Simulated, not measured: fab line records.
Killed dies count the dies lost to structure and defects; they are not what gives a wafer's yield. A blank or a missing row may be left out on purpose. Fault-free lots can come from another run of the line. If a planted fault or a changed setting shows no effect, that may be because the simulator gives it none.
fab line records ; flow sky130 ; part 1 of 2: steps 1 to 42 of 43
record: lots: 6; wafers: 18; last-day: 49
route steps=708 shown VIA2@511 METAL3@532 CAPM@537 PAD_OPEN@708
lots untouched by any fault: they come from a run of this same line in which no faults occurred
start-h: hours from the record's opening day to when the first of the lot's shown wafers began ; wait-h: how many hours have passed since the lot's step before this one ; " unchanged from the row above ; L1.1+2: several wafers, shown together as one row ; - value missing, or start not given ; * or withheld: withheld ; < > ~ a bound
route shown NAME@n: NAME is a module with steps in the file, n the number in the route of the first one ; usual: mean/standard deviation taken from wafers without a fault ; same: alike in all rows ; chamber/n: place in a boat ; sites: the reading at each site ; _std_site: the standard deviation of these ; _edge_site: the outer-site mean with the inner-site mean subtracted ; radius-mm: for every site, how far away it sits from the centre of the wafer ; mask NAME#n: copy n ; behind: tool/chamber where the wafer was last shaped ; hold: why the lot went on hold/how many hours it stayed there/how the hold came to an end ; device: the transistor (n, p or np) that didn't switch ; end of line: tests run on the same wafers once the route is complete ; for a step that has no rows: nothing shown but its recipe ; killed: the dies lost at the first sort to structure and to defects; this is not the yield of the wafer ; map: the dies of a wafer, with x for killed, . for not killed, _ for no die there
set.NAME: the setting the step ran with; set.NAME@STEP: the setting that earlier step ran with ; model.NAME: the simulator's own value behind a step, which no gauge read
certain route steps with their lots: each step a table, each wafer a row
services: when a tool's chamber went out of use (start-h, in hours from the record's first day, below 0 if earlier), for how many hours, and the reason
== steps ==
step: SKY_VIA2_DEHYDRATE_04
recipe: temp-c: 200; time-s: 60
step: SKY_VIA2_HMDS_05
recipe: prime-time-s: 60; prime-temp-c: 120
step: SKY_VIA2_COAT_06
recipe: resist: BARC; temp-c: withheld; time-s: withheld; spin-rpm: 3000; resist-thk-nm: 60
step: SKY_VIA2_COAT_07
recipe: resist: KrF-thick; spin-rpm: 3000; resist-thk-nm: 450
step: SKY_VIA2_SOFTBAKE_08
recipe: temp-c: 100; time-s: 90; resist: KrF-thick
step: SKY_VIA2_EXPOSE_09
recipe: mask-id: VIM2; na: 0.8; source-shape: annular; sigma-inner: 0.55; sigma-outer: 0.85; target-cd-nm: 200; dose-mj: 38
step: SKY_VIA2_PEB_10
recipe: peb-temp-c: withheld; peb-time-s: withheld; resist: KrF-thick
step: SKY_VIA2_DEVELOP_11
recipe: develop-time-s: 60; resist: KrF-thick; dev-temp-c: 21
step: SKY_VIA2_CD_MEAS_12
recipe: target-cd-nm: 200
usual: cd-nm: 199.6/1.1
lot.wafer;tool;chamber;start-h;wait-h;cd-nm
L637.2;cd-sem-02;-;881.55;-;200.6
L637.3;cd-sem-02;-;881.55;-;202.0
L637.5;cd-sem-02;-;881.55;-;201.2
L638.1;cd-sem-02;-;889.47;-;199.9
L638.3;cd-sem-02;-;889.47;-;201.1
L638.5;cd-sem-02;-;889.47;-;201.1
L641.2;cd-sem-01;-;912.15;-;198.8
L641.4;cd-sem-01;-;912.15;-;197.9
L641.6;cd-sem-01;-;912.15;-;197.9
L645.3;cd-sem-01;-;936.72;-;198.6
L645.4;cd-sem-01;-;936.72;-;198.3
L645.6;cd-sem-01;-;936.72;-;199.6
L646.1;cd-sem-02;-;943.77;-;198.9
L646.4;cd-sem-02;-;943.77;-;198.8
L646.6;cd-sem-02;-;943.77;-;198.6
L652.1;cd-sem-02;-;985.83;-;199.5
L652.5;cd-sem-02;-;985.83;-;199.8
L652.6;cd-sem-02;-;985.83;-;199.9
step: SKY_VIA2_OVL_MEAS_13
usual: VIA2_OVL: -3/5.2
lot.wafer;tool;chamber;start-h;wait-h;VIA2_OVL[nm]
L637.2;overlay-01;-;881.66;0.1;-3
L637.3;overlay-01;-;881.66;0.1;2
L637.5;overlay-01;-;881.66;0.1;-7
L638.1;overlay-02;-;889.59;0.1;-9
L638.3;overlay-02;-;889.59;0.1;-9
L638.5;overlay-02;-;889.59;0.1;-9
L641.2;overlay-02;-;912.26;0.1;1
L641.4;overlay-02;-;912.26;0.1;0
L641.6;overlay-02;-;912.26;0.1;-2
L645.3;overlay-01;-;936.82;0.1;-10
L645.4;overlay-01;-;936.82;0.1;-3
L645.6;overlay-01;-;936.82;0.1;-12
L646.1;overlay-02;-;943.89;0.1;-2
L646.4;overlay-02;-;943.89;0.1;-9
L646.6;overlay-02;-;943.89;0.1;2
L652.1;overlay-02;-;985.95;0.1;-4
L652.5;overlay-02;-;985.95;0.1;-2
L652.6;overlay-02;-;985.95;0.1;-7
step: SKY_VIA2_ETCH_14
recipe: chemistry: N2/H2; target: BARC; ion-energy-ev: 200; source-w: 500; bias-w: 100; pressure-mtorr: 30; n2-flow-sccm: 100; h2-flow-sccm: 200; stop-on: SiO2; time-s: 45.9; target-depth-a: 600
step: SKY_VIA2_ETCH_15
recipe: target: SiO2; chemistry: C4F8/O2/Ar; target-depth-nm: 546; stop-on: TiN; mask-material: KrF-thick; source-w: 1500; bias-w: 1200; pressure-mtorr: 40; c4f8-flow-sccm: withheld; O2_flow_sccm: 6; Ar_flow_sccm: 300; time-s: 84
step: SKY_VIA2_STRIP_16
recipe: chemistry: O2/N2; power-w: 1400; pressure-mtorr: 1500; platen-temp-c: withheld; o2-flow-sccm: 3000; n2-flow-sccm: 300; overash-fraction: 0.5
usual: drypump-motor-current-A: 5.5/0.34; oes-product-au: 0.398/0.0045; strip-time-to-endpoint-s: 4.045/0.023
lot.wafer;tool;chamber;start-h;wait-h;drypump-motor-current-A;oes-product-au;rf-hours-counter-h;strip-time-to-endpoint-s
L637.2;plasma-asher-01;0;881.79;0.0;5.1;0.394;74;4.039
L637.3;plasma-asher-01;0;881.79;0.0;5.1;0.394;-;4.026
L637.5;plasma-asher-01;0;881.79;0.0;5.1;0.393;-;4.036
L638.1;plasma-asher-01;1;889.73;0.0;5.6;0.407;75;4.086
L638.3;plasma-asher-01;1;889.73;0.0;5.6;0.403;-;4.070
L638.5;plasma-asher-01;1;889.73;0.0;5.6;0.399;-;4.037
L641.2;plasma-asher-03;1;912.39;0.0;5.4;0.399;16;4.038
L641.4;plasma-asher-03;0;912.39;0.0;6.3;0.403;-;4.052
L641.6;plasma-asher-03;1;912.39;0.0;5.4;0.399;-;4.037
L645.3;plasma-asher-01;1;936.98;0.1;5.7;0.396;-;4.072
L645.4;plasma-asher-01;0;936.98;0.1;5.1;0.402;-;4.004
L645.6;plasma-asher-01;0;936.98;0.1;5.1;0.392;-;4.038
L646.1;plasma-asher-01;1;944.03;0.0;5.7;0.399;81;4.014
L646.4;plasma-asher-01;1;944.03;0.0;5.6;0.397;-;4.033
L646.6;plasma-asher-01;0;944.03;0.0;5.1;0.400;-;4.011
L652.1;plasma-asher-03;1;986.10;0.0;5.4;0.402;23;4.049
L652.5;plasma-asher-03;1;986.10;0.0;5.4;0.389;-;4.022
L652.6;plasma-asher-03;0;986.10;0.0;6.3;0.406;-;4.069
step: SKY_VIA2_STRIP_17
recipe: chemistry: post-etch-residue-remover; time-s: 1200; temp-c: 72.5
step: SKY_VIA2_CLEAN_18
recipe: chemistry: IPA; time-s: 180; temp-c: 25
step: SKY_VIA2_CLEAN_19
recipe: chemistry: O3/DIW; dry: n2-spin
step: SKY_VIA2_SPUTTER_20
recipe: material: TiN; target-thk-nm: 20; chamber-pressure-pa: 5; power-w: 4000; time-s: 80
step: SKY_VIA2_CVD_21
recipe: material: W; target-thk-nm: 420; time-s: 126.4; temp-c: 400; pressure-torr: 40
usual: heater-power-w: 859/41; susceptor-temp-C: 399.97/0.22
lot.wafer;tool;chamber;start-h;wait-h;heater-power-w;susceptor-temp-C
L637.2;cvd-w-02;0;882.83;0.1;897;399.59
L637.3;cvd-w-02;0;882.83;0.1;908;400.27
L637.5;cvd-w-02;0;882.83;0.1;882;399.92
L638.1;cvd-w-01;1;890.39;0.0;842;399.66
L638.3;cvd-w-01;0;890.39;0.0;796;399.95
L638.5;cvd-w-01;0;890.39;0.0;824;400.05
L641.2;cvd-w-01;0;913.05;0.0;802;399.69
L641.4;cvd-w-01;1;913.05;0.0;834;400.06
L641.6;cvd-w-01;1;913.05;0.0;847;399.93
L645.3;cvd-w-02;0;937.65;0.1;850;399.52
L645.4;cvd-w-02;1;937.65;0.1;898;399.95
L645.6;cvd-w-02;0;937.65;0.1;892;400.00
L646.1;cvd-w-01;0;944.70;0.0;811;399.74
L646.4;cvd-w-01;1;944.70;0.0;852;400.13
L646.6;cvd-w-01;1;944.70;0.0;840;399.78
L652.1;cvd-w-02;0;986.76;0.0;862;399.86
L652.5;cvd-w-02;1;986.76;0.0;881;399.92
L652.6;cvd-w-02;0;986.76;0.0;860;400.29
step: SKY_VIA2_RS_MEAS_22
recipe: thk-meas-gauge: four-point-probe; reads: W_of_VIA2_CVD_21+TiN_of_VIA2_SPUTTER_20
usual: VIA2_W_RS: 0.272/0.0031
lot.wafer;tool;chamber;start-h;wait-h;VIA2_W_RS[ohm/sq]
L637.2;film-metro-04;-;883.07;0.2;0.275
L637.3;film-metro-04;-;883.07;0.2;0.274
L637.5;film-metro-04;-;883.07;0.2;0.273
L638.1;film-metro-01;-;890.52;0.1;0.272
L638.3;film-metro-01;-;890.52;0.1;0.269
L638.5;film-metro-01;-;890.52;0.1;0.270
L641.2;film-metro-01;-;913.20;0.1;0.271
L641.4;film-metro-01;-;913.20;0.1;0.279
L641.6;film-metro-01;-;913.20;0.1;0.277
L645.3;film-metro-04;-;937.78;0.1;0.271
L645.4;film-metro-04;-;937.78;0.1;0.272
L645.6;film-metro-04;-;937.78;0.1;0.271
L646.1;film-metro-01;-;944.83;0.1;0.271
L646.4;film-metro-01;-;944.83;0.1;0.271
L646.6;film-metro-01;-;944.83;0.1;0.269
L652.1;film-metro-01;-;986.89;0.1;0.273
L652.5;film-metro-01;-;986.89;0.1;0.274
L652.6;film-metro-01;-;986.89;0.1;0.273
step: SKY_VIA2_THK_MEAS_23
recipe: thk-meas-gauge: xrf; reads: W_of_VIA2_CVD_21
usual: VIA2_W_THK: 426/8.6
lot.wafer;tool;chamber;start-h;wait-h;VIA2_W_THK[nm]
L637.2;film-metro-04;-;883.18;0.1;422
L637.3;film-metro-04;-;883.18;0.1;425
L637.5;film-metro-04;-;883.18;0.1;428
L638.1;film-metro-01;-;890.64;0.1;431
L638.3;film-metro-01;-;890.64;0.1;430
L638.5;film-metro-01;-;890.64;0.1;429
L641.2;film-metro-01;-;913.31;0.1;417
L641.4;film-metro-01;-;913.31;0.1;406
L641.6;film-metro-01;-;913.31;0.1;410
L645.3;film-metro-04;-;937.88;0.1;428
L645.4;film-metro-04;-;937.88;0.1;429
L645.6;film-metro-04;-;937.88;0.1;429
L646.1;film-metro-01;-;944.95;0.1;425
L646.4;film-metro-01;-;944.95;0.1;421
L646.6;film-metro-01;-;944.95;0.1;423
L652.1;film-metro-01;-;987.01;0.1;417
L652.5;film-metro-01;-;987.01;0.1;413
L652.6;film-metro-01;-;987.01;0.1;417
step: SKY_VIA2_CMP_24
recipe: stop-on: SiO2; t-overpolish-s: 20; down-force-psi: 3.5; platen-rpm: 60; target-thk-nm: 0; pad-velocity-m-s: 0.94248
usual: motor-current-A: 11.9/1.2; overpolish-run-s: 20.001/0.0095; time-to-endpoint-s: 102/4.1
lot.wafer;tool;chamber;start-h;wait-h;motor-current-A;overpolish-run-s;time-to-endpoint-s
L637.2;cmp-02;3;883.23;0.0;13.0;20.017;99
L637.3;cmp-02;2;883.23;0.0;11.9;20.008;100
L637.5;cmp-02;3;883.23;0.0;12.5;19.998;97
L638.1;cmp-02;2;890.75;0.1;11.7;20.008;99
L638.3;cmp-02;3;890.75;0.1;12.6;20.000;99
L638.5;cmp-02;2;890.75;0.1;12.0;20.009;103
L641.2;cmp-02;3;916.95;3.6;12.5;19.992;103
L641.4;cmp-02;2;916.95;3.6;11.5;20.007;104
L641.6;cmp-02;0;916.95;3.6;11.6;20.009;102
L645.4;cmp-01;2;938.02;0.1;11.7;20.014;98
L645.3;cmp-01;3;938.02;0.1;9.8;20.005;99
L645.6;cmp-01;0;938.02;0.1;13.2;19.992;108
L646.4;cmp-01;2;945.11;0.1;10.7;20.012;99
L646.1;cmp-01;3;945.11;0.1;10.1;20.014;103
L646.6;cmp-01;1;945.11;0.1;14.2;20.008;101
L652.1;cmp-01;2;987.22;0.2;11.3;19.994;100
L652.5;cmp-01;3;987.22;0.2;10.1;19.984;101
L652.6;cmp-01;0;987.22;0.2;13.1;20.012;104
step: SKY_METAL3_SPUTTER_00
recipe: material: Ti; target-thk-nm: 15; power-w: 3000; time-s: 10; chamber-pressure-pa: 0.4
step: SKY_METAL3_SPUTTER_01
recipe: material: TiN; target-thk-nm: 20; power-w: 6500; time-s: 16.7; chamber-pressure-pa: 0.4
usual: throttle-valve-pct: 30.1/1.2
lot.wafer;tool;chamber;start-h;wait-h;throttle-valve-pct
L637.2;pvd-sputter-04;-;883.55;0.0;32.4
L637.3;pvd-sputter-04;-;883.55;0.0;29.4
L637.5;pvd-sputter-04;-;883.55;0.0;30.1
L638.1;pvd-sputter-04;-;891.02;0.0;29.6
L638.3;pvd-sputter-04;-;891.02;0.0;29.2
L638.5;pvd-sputter-04;-;891.02;0.0;30.2
L641.2;pvd-sputter-04;-;917.27;0.0;30.2
L641.4;pvd-sputter-04;-;917.27;0.0;32.2
L641.6;pvd-sputter-04;-;917.27;0.0;29.1
L645.3;pvd-sputter-01;-;938.24;0.0;30.4
L645.4;pvd-sputter-01;-;938.24;0.0;31.2
L645.6;pvd-sputter-01;-;938.24;0.0;30.2
L646.1;pvd-sputter-02;-;945.33;0.0;30.1
L646.4;pvd-sputter-02;-;945.33;0.0;27.8
L646.6;pvd-sputter-02;-;945.33;0.0;30.2
L652.1;pvd-sputter-01;-;987.39;0.0;30.9
L652.5;pvd-sputter-01;-;987.39;0.0;30.9
L652.6;pvd-sputter-01;-;987.39;0.0;31.0
step: SKY_METAL3_SPUTTER_02
recipe: material: AlCu; target-thk-nm: 735; power-w: 10600; time-s: 39.1; chamber-pressure-pa: 0.4
step: SKY_METAL3_SPUTTER_03
recipe: material: Ti; target-thk-nm: 5; power-w: 3000; time-s: 3.3; chamber-pressure-pa: 0.4
usual: throttle-valve-pct: 30.1/1.2
lot.wafer;tool;chamber;start-h;wait-h;throttle-valve-pct
L637.2;pvd-sputter-04;-;883.62;0.0;32.4
L637.3;pvd-sputter-04;-;883.62;0.0;29.6
L637.5;pvd-sputter-04;-;883.62;0.0;30.1
L638.1;pvd-sputter-04;-;891.08;0.0;29.5
L638.3;pvd-sputter-04;-;891.08;0.0;28.9
L638.5;pvd-sputter-04;-;891.08;0.0;30.3
L641.2;pvd-sputter-04;-;917.34;0.0;30.0
L641.4;pvd-sputter-04;-;917.34;0.0;32.3
L641.6;pvd-sputter-04;-;917.34;0.0;28.9
L645.3;pvd-sputter-01;-;938.31;0.0;30.4
L645.4;pvd-sputter-01;-;938.31;0.0;31.2
L645.6;pvd-sputter-01;-;938.31;0.0;30.4
L646.1;pvd-sputter-02;-;945.39;0.0;29.9
L646.4;pvd-sputter-02;-;945.39;0.0;28.0
L646.6;pvd-sputter-02;-;945.39;0.0;30.2
L652.1;pvd-sputter-01;-;987.45;0.0;30.7
L652.5;pvd-sputter-01;-;987.45;0.0;31.0
L652.6;pvd-sputter-01;-;987.45;0.0;30.8
step: SKY_METAL3_SPUTTER_04
recipe: material: TiN; target-thk-nm: 70; power-w: 6500; time-s: 58.3; chamber-pressure-pa: 0.4
step: SKY_CAPM_CVD_00
recipe: material: SiO2; target-thk-nm: 15.5; temp-c: 400; time-s: withheld; rf-w: 450
step: SKY_CAPM_THK_MEAS_01
recipe: reads: SiO2_of_CAPM_CVD_00
usual: CAPM_CVD_00_THK: 15.62/0.24
lot.wafer;tool;chamber;start-h;wait-h;CAPM_CVD_00_THK[nm]
L637.2;film-metro-02;-;883.72;-;15.49
L637.3;film-metro-02;-;883.72;-;15.25
L637.5;film-metro-02;-;883.72;-;15.80
L638.1;film-metro-02;-;891.18;-;15.54
L638.3;film-metro-02;-;891.18;-;15.83
L638.5;film-metro-02;-;891.18;-;15.44
L641.2;film-metro-03;-;917.45;-;15.27
L641.4;film-metro-03;-;917.45;-;15.66
L641.6;film-metro-03;-;917.45;-;15.75
L645.3;film-metro-01;-;938.42;-;15.73
L645.4;film-metro-01;-;938.42;-;16.04
L645.6;film-metro-01;-;938.42;-;16.12
L646.1;film-metro-02;-;945.48;-;15.38
L646.4;film-metro-02;-;945.48;-;15.73
L646.6;film-metro-02;-;945.48;-;15.68
L652.1;film-metro-02;-;987.54;-;15.54
L652.5;film-metro-02;-;987.54;-;15.84
L652.6;film-metro-02;-;987.54;-;15.69
step: SKY_CAPM_SPUTTER_02
recipe: material: TiN; target-thk-nm: 200; temp-c: 300; power-w: 6755; time-s: 166.7; chamber-pressure-pa: 0.4
step: SKY_CAPM_RS_MEAS_03
recipe: thk-meas-gauge: four-point-probe; reads: TiN_of_CAPM_SPUTTER_02
usual: CAPM_TIN_RS: 6.66/0.077
lot.wafer;tool;chamber;start-h;wait-h;CAPM_TIN_RS[ohm/sq]
L637.2;film-metro-03;-;883.90;0.1;6.64
L637.3;film-metro-03;-;883.90;0.1;6.66
L637.5;film-metro-03;-;883.90;0.1;6.70
L638.1;film-metro-03;-;891.35;0.1;6.72
L638.3;film-metro-03;-;891.35;0.1;6.60
L638.5;film-metro-03;-;891.35;0.1;6.70
L641.2;film-metro-01;-;917.62;0.1;6.61
L641.4;film-metro-01;-;917.62;0.1;6.71
L641.6;film-metro-01;-;917.62;0.1;6.69
L645.3;film-metro-03;-;938.61;0.1;6.60
L645.4;film-metro-03;-;938.61;0.1;6.54
L645.6;film-metro-03;-;938.61;0.1;6.52
L646.1;film-metro-01;-;945.65;0.1;6.76
L646.4;film-metro-01;-;945.65;0.1;6.79
L646.6;film-metro-01;-;945.65;0.1;6.64
L652.1;film-metro-03;-;987.71;0.1;6.72
L652.5;film-metro-03;-;987.71;0.1;6.64
L652.6;film-metro-03;-;987.71;0.1;6.71
step: SKY_CAPM_THK_MEAS_04
recipe: thk-meas-gauge: xrf; reads: TiN_of_CAPM_SPUTTER_02
usual: CAPM_TIN_THK: 205.2/2.2
lot.wafer;tool;chamber;start-h;wait-h;CAPM_TIN_THK[nm]
L637.2;film-metro-03;-;884.01;0.1;204.8
L637.3;film-metro-03;-;884.01;0.1;205.2
L637.5;film-metro-03;-;884.01;0.1;204.0
L638.1;film-metro-03;-;891.47;0.1;203.2
L638.3;film-metro-03;-;891.47;0.1;206.4
L638.5;film-metro-03;-;891.47;0.1;204.4
L641.2;film-metro-01;-;917.73;0.1;206.0
L641.4;film-metro-01;-;917.73;0.1;204.2
L641.6;film-metro-01;-;917.73;0.1;204.8
L645.3;film-metro-03;-;938.71;0.1;204.5
L645.4;film-metro-03;-;938.71;0.1;207.0
L645.6;film-metro-03;-;938.71;0.1;207.3
L646.1;film-metro-01;-;945.77;0.1;202.8
L646.4;film-metro-01;-;945.77;0.1;202.3
L646.6;film-metro-01;-;945.77;0.1;206.9
L652.1;film-metro-03;-;987.83;0.1;203.3
L652.5;film-metro-03;-;987.83;0.1;205.9
L652.6;film-metro-03;-;987.83;0.1;204.3
step: SKY_CAPM_DEHYDRATE_05
recipe: temp-c: 200; time-s: 60
step: SKY_CAPM_HMDS_06
recipe: prime-time-s: 60; prime-temp-c: 120
step: SKY_CAPM_COAT_07
recipe: resist: NOVOLAK; spin-rpm: 3000; resist-thk-nm: 1140
step: SKY_CAPM_SOFTBAKE_08
recipe: temp-c: 90; time-s: 60; resist: NOVOLAK
step: SKY_CAPM_EXPOSE_09
recipe: mask-id: CAPM; na: 0.6; source-shape: conventional; sigma-outer: 0.6; polarization: unpolarized; target-cd-nm: 1000; dose-mj: 159
step: SKY_CAPM_PEB_10
recipe: temp-c: withheld; time-s: *; resist: NOVOLAK
step: SKY_CAPM_DEVELOP_11
recipe: resist: NOVOLAK; developer: TMAH; develop-time-s: 60; dev-temp-c: 23
step: SKY_CAPM_OVL_MEAS_12
usual: CAPM_OVL: 0.4/1.2
lot.wafer;tool;chamber;start-h;wait-h;CAPM_OVL[nm]
L637.2;overlay-01;-;908.97;0.1;3.2
L637.3;overlay-01;-;908.97;0.1;2.3
L637.5;overlay-01;-;908.97;0.1;1.8
L638.1;overlay-02;-;916.02;0.1;-0.5
L638.3;overlay-02;-;916.02;0.1;0.4
L638.5;overlay-02;-;916.02;0.1;-0.4
L641.2;overlay-02;-;941.59;0.1;0.7
L641.4;overlay-02;-;941.59;0.1;1.2
L641.6;overlay-02;-;941.59;0.1;0.4
L645.3;overlay-01;-;962.50;0.1;-0.1
L645.4;overlay-01;-;962.50;0.1;-1.0
L645.6;overlay-01;-;962.50;0.1;0.6
L646.1;overlay-02;-;969.58;0.1;0.6
L646.4;overlay-02;-;969.58;0.1;2.7
L646.6;overlay-02;-;969.58;0.1;2.2
L652.1;overlay-02;-;1011.08;0.1;-0.1
L652.5;overlay-02;-;1011.08;0.1;-0.6
L652.6;overlay-02;-;1011.08;0.1;-1.6
step: SKY_CAPM_METAL_ETCH_13
recipe: target-depth-nm: 220; stop-on: SiO2; chemistry: Cl2/BCl3; target: TiN; pressure-mtorr: 10; icp-w: 900; bias-w: 48.5; Cl2_flow_sccm: 60; bcl3-flow-sccm: 30; time-s: 62.9
step: SKY_CAPM_STRIP_14
recipe: chemistry: O2/N2; power-w: 1400; pressure-mtorr: 1500; platen-temp-c: withheld; o2-flow-sccm: 3000; n2-flow-sccm: 300; overash-fraction: 0.5
usual: drypump-motor-current-A: 5.6/0.38; oes-product-au: 0.710/0.0048; strip-time-to-endpoint-s: 12.66/0.041
lot.wafer;tool;chamber;start-h;wait-h;drypump-motor-current-A;oes-product-au;rf-hours-counter-h;strip-time-to-endpoint-s
L637.2;plasma-asher-02;0;909.08;0.1;6.4;0.716;106;12.67
L637.3;plasma-asher-02;0;909.08;0.1;6.4;0.716;-;12.64
L637.5;plasma-asher-02;0;909.08;0.1;6.4;0.711;-;12.70
L638.1;plasma-asher-02;1;916.13;0.1;5.7;0.709;107;12.72
L638.3;plasma-asher-02;1;916.13;0.1;5.8;0.708;-;12.73
L638.5;plasma-asher-02;1;916.13;0.1;5.7;0.718;-;12.69
L641.2;plasma-asher-04;1;941.77;0.1;5.8;0.710;53;12.68
L641.4;plasma-asher-04;1;941.77;0.1;5.7;0.710;-;12.66
L641.6;plasma-asher-04;1;941.77;0.1;5.8;0.704;-;12.67
L645.3;plasma-asher-04;0;962.71;0.1;5.4;0.703;-;12.70
L645.4;plasma-asher-04;1;962.71;0.1;5.7;0.712;-;12.69
L645.6;plasma-asher-04;1;962.71;0.1;5.8;0.700;-;12.70
L646.1;plasma-asher-04;1;969.70;0.1;5.8;0.706;57;12.63
L646.4;plasma-asher-04;0;969.70;0.1;5.4;0.711;-;12.62
L646.6;plasma-asher-04;0;969.70;0.1;5.4;0.704;-;12.69
L652.1;plasma-asher-01;0;1011.20;0.1;5.1;0.712;90;12.63
L652.5;plasma-asher-01;0;1011.20;0.1;5.1;0.701;-;12.64
L652.6;plasma-asher-01;1;1011.20;0.1;5.6;0.710;-;12.61
step: SKY_CAPM_STRIP_15
recipe: chemistry: post-etch-residue-remover; time-s: 1200; temp-c: 72.5
